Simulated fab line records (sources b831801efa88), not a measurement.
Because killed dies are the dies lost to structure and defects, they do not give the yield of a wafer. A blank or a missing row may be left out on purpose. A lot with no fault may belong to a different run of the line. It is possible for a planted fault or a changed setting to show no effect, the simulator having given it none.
Which tool was responsible?	flow gf180mcu	6 lots with 18 wafers sampled at 2 steps, on a route of 602 steps

WHAT EACH GAUGE READ, for each wafer
GF_V4_THK_MEAS_25: measures by xrf.
lot	measured	on	V4_W_THK (nm)
L140	day 24 19:35	filmMetro-01	361 368 370
L143	day 25 23:02	filmMetro-01	347 350 352
L149	day 28 03:17	filmMetro-02	351 356 357
L152	day 28 22:16	filmMetro-03	364 368 361
L154	day 29 14:46	filmMetro-02	358 362 359
L161	day 31 03:25	filmMetro-01	355 348 349

WHAT TOOL EACH LOT RAN ON (gives the tool, then ch and the chambers of the sampled wafers, and finally the start)
lot	GF_HV_LDD_STRIP_49
L140	plasmaAsher-04 ch 0,1, day 12 15:58
L143	plasmaAsher-03 ch 0,1, day 13 18:19
L149	plasmaAsher-04 ch 0,1, day 16 00:43
L152	plasmaAsher-04 ch 0,1, day 16 22:42
L154	plasmaAsher-02 ch 0, day 17 20:40
L161	plasmaAsher-04 ch 0,1, day 19 18:28
- GF_HV_LDD_STRIP_49: strips in O2/N2.

THE ANSWER, worked out from the rows above alone
Rule: the lots themselves supply what counts as usual. The widest of any qualifying gaps counts: lots, ordered by their means at a reading, are off when they make up no more than a third of the lots, leave a main group of 4 or more, and stand apart from it by 3 or more times the standard deviation of that group's means. A main group whose means are all the same, to the digits that the tables above print for the reading, isn't used. A lot without any number at a reading at which 4 lots or more have one is off too. Where the step has rows for the other lots, those lots are counted as sound.
None of the lots is off at any reading shown; this tells nothing.

WHAT THE SIMULATOR HAD INSERTED
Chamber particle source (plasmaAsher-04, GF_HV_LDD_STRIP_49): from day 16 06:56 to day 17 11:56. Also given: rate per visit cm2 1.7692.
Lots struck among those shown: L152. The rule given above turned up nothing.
